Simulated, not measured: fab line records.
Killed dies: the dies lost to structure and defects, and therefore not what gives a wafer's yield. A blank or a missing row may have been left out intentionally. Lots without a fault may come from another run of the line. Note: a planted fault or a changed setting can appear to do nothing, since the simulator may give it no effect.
Which tool is to blame? + flow gf180mcu + Sampling: 12 lots, 36 wafers, 3 of 602 route steps

WHAT THE GAUGES SHOWED, per wafer
GF_V1_CD_MEAS_14 targets a cd of 260 nm.
| lot  | measured     | on        | cd_nm (nm)        |
|------|--------------|-----------|-------------------|
| L690 | day 18 05:41 | cd_sem-01 | 260.9 259.5 259.6 |
| L691 | day 18 20:53 | cd_sem-02 | 258.1 259.5 258.1 |
| L694 | day 20 03:01 | cd_sem-02 | 259.5 259.4 259.2 |
| L696 | day 20 21:44 | cd_sem-01 | 260.1 259.4 258.7 |
| L698 | day 21 15:04 | cd_sem-01 | 261.9 260.2 261.6 |
| L699 | day 22 03:26 | cd_sem-01 | 259.1 258.0 257.7 |
| L701 | day 22 14:56 | cd_sem-02 | 261.2 259.8 260.6 |
| L706 | day 24 06:25 | cd_sem-02 | 260.4 261.1 260.0 |
| L708 | day 24 19:19 | cd_sem-01 | 261.7 261.7 261.6 |
| L709 | day 25 05:03 | cd_sem-01 | 259.5 261.2 260.0 |
| L711 | day 25 22:04 | cd_sem-02 | 260.7 259.3 260.0 |
| L712 | day 26 01:39 | cd_sem-02 | 261.7 261.1 260.4 |

EACH LOT AND THE TOOL THAT RAN IT (in order: tool; ch and the chambers of the sampled wafers; start)
| lot  | GF_NWELL_COAT_02                 | GF_NWELL_STRIP_10                   |
|------|----------------------------------|-------------------------------------|
| L690 | litho_track-01 ch 0, day 3 06:23 | plasma_asher-01 ch 0,1, day 3 12:59 |
| L691 | litho_track-02 ch 0, day 3 10:59 | plasma_asher-04 ch 0,1, day 3 17:56 |
| L694 | litho_track-01 ch 0, day 4 04:46 | plasma_asher-01 ch 0,1, day 4 12:02 |
| L696 | litho_track-02 ch 0, day 4 15:23 | plasma_asher-01 ch 0,1, day 4 23:05 |
| L698 | litho_track-02 ch 0, day 5 02:43 | plasma_asher-01 ch 0,1, day 5 10:20 |
| L699 | litho_track-02 ch 0, day 5 08:17 | plasma_asher-02 ch 0,1, day 5 15:38 |
| L701 | litho_track-02 ch 0, day 5 17:20 | plasma_asher-02 ch 0,1, day 6 01:22 |
| L706 | litho_track-01 ch 0, day 6 20:01 | plasma_asher-01 ch 0,1, day 7 04:20 |
| L708 | litho_track-01 ch 0, day 7 07:07 | plasma_asher-01 ch 0,1, day 7 15:50 |
| L709 | litho_track-01 ch 0, day 7 11:52 | plasma_asher-04 ch 0,1, day 7 20:34 |
| L711 | litho_track-04 ch 0, day 8 01:16 | plasma_asher-04 ch 0, day 8 09:53   |
| L712 | litho_track-01 ch 0, day 8 06:38 | plasma_asher-01 ch 0,1, day 8 15:29 |
- GF_NWELL_COAT_02: resist thk 3000 nm.
- GF_NWELL_STRIP_10: strips in O2/N2.

WHAT THE TOOLS THEMSELVES READ (means of the sampled wafers that have a number; where no wafer has one, the mark that the record gives instead)
GF_NWELL_COAT_02.
| lot  | tool           | spin_speed_rpm (rpm) |
|------|----------------|----------------------|
| L690 | litho_track-01 | 2001.1               |
| L691 | litho_track-02 | 2000.3               |
| L694 | litho_track-01 | 2000.9               |
| L696 | litho_track-02 | 1999.2               |
| L698 | litho_track-02 | 2118.0               |
| L699 | litho_track-02 | 2114.9               |
| L701 | litho_track-02 | 2115.6               |
| L706 | litho_track-01 | 1999.5               |
| L708 | litho_track-01 | 1999.6               |
| L709 | litho_track-01 | 2000.2               |
| L711 | litho_track-04 | 1999.0               |
| L712 | litho_track-01 | 2001.3               |

GF_NWELL_STRIP_10.
| lot  | tool            | drypump_motor_current_A (A) | heater_power_w (W) | oes_product_au (a.u.) | strip_time_to_endpoint_s (s) |
|------|-----------------|-----------------------------|--------------------|-----------------------|------------------------------|
| L690 | plasma_asher-01 | 6.56                        | 357                | 0.722                 | 37.04                        |
| L691 | plasma_asher-04 | 6.31                        | 379                | 0.724                 | 37.00                        |
| L694 | plasma_asher-01 | 6.55                        | 364                | 0.727                 | 36.94                        |
| L696 | plasma_asher-01 | 6.54                        | 362                | 0.721                 | 36.91                        |
| L698 | plasma_asher-01 | 6.52                        | 368                | 0.720                 | 36.13                        |
| L699 | plasma_asher-02 | 6.45                        | 354                | 0.719                 | 36.20                        |
| L701 | plasma_asher-02 | 6.45                        | 359                | 0.726                 | 36.11                        |
| L706 | plasma_asher-01 | 6.55                        | 361                | 0.723                 | 36.85                        |
| L708 | plasma_asher-01 | 6.54                        | 365                | 0.724                 | 37.16                        |
| L709 | plasma_asher-04 | 6.29                        | 366                | 0.722                 | 37.02                        |
| L711 | plasma_asher-04 | 6.26                        | 360                | 0.722                 | 36.91                        |
| L712 | plasma_asher-01 | 6.55                        | 368                | 0.723                 | 37.01                        |

THE ANSWER, worked out from the rows above alone
Rule: usual is defined by the lots themselves. Put in order of their means at a reading, lots are off if they are a third of the lots or fewer, leave a main group of 4 or more, and stand apart from it by a gap of 3 or more times the standard deviation of the main group's means; of several such gaps the widest counts. The tables above print the reading to a certain number of digits; a main group whose means all agree to those digits is not used. Also off: a lot with no number at a reading for which 4 or more lots have one. Where the step has rows for the other lots, those lots are counted as sound. Order of review: gauges by route order, followed by the tools' own readings, for which a lot's mean as printed above is used. The first step at which some lot is off is used, and at that step the reading that is off furthest; a lot without a number counts as furthest.
Off at GF_NWELL_COAT_02 (spin_speed_rpm): L698, L699, L701. Mean 2000.1 rpm and standard deviation 0.8 in the main group.
If a tool, at that step or one of the process steps before it, ran each lot that is off and ran no sound lot following the first of them, it fits. One candidate fits, namely litho_track-02 at GF_NWELL_COAT_02. A fault onset in the window from L696 (day 4 15:23, its last sound lot) to L698 (day 5 02:43, its first lot off) fits.
The tool's own readings at GF_NWELL_COAT_02 bear it out: on the lots that are off they differ by more than 5 times the standard deviation of the sound lots' means. spin_speed_rpm reads 2116.2 rpm there against 2000.1 rpm on the sound lots.

WHAT THE SIMULATOR HAD PUT IN
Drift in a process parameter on litho_track-02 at GF_NWELL_COAT_02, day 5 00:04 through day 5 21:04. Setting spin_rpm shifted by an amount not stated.
Shown lots that were struck: L698, L699, L701. This agrees with what the rule above found.
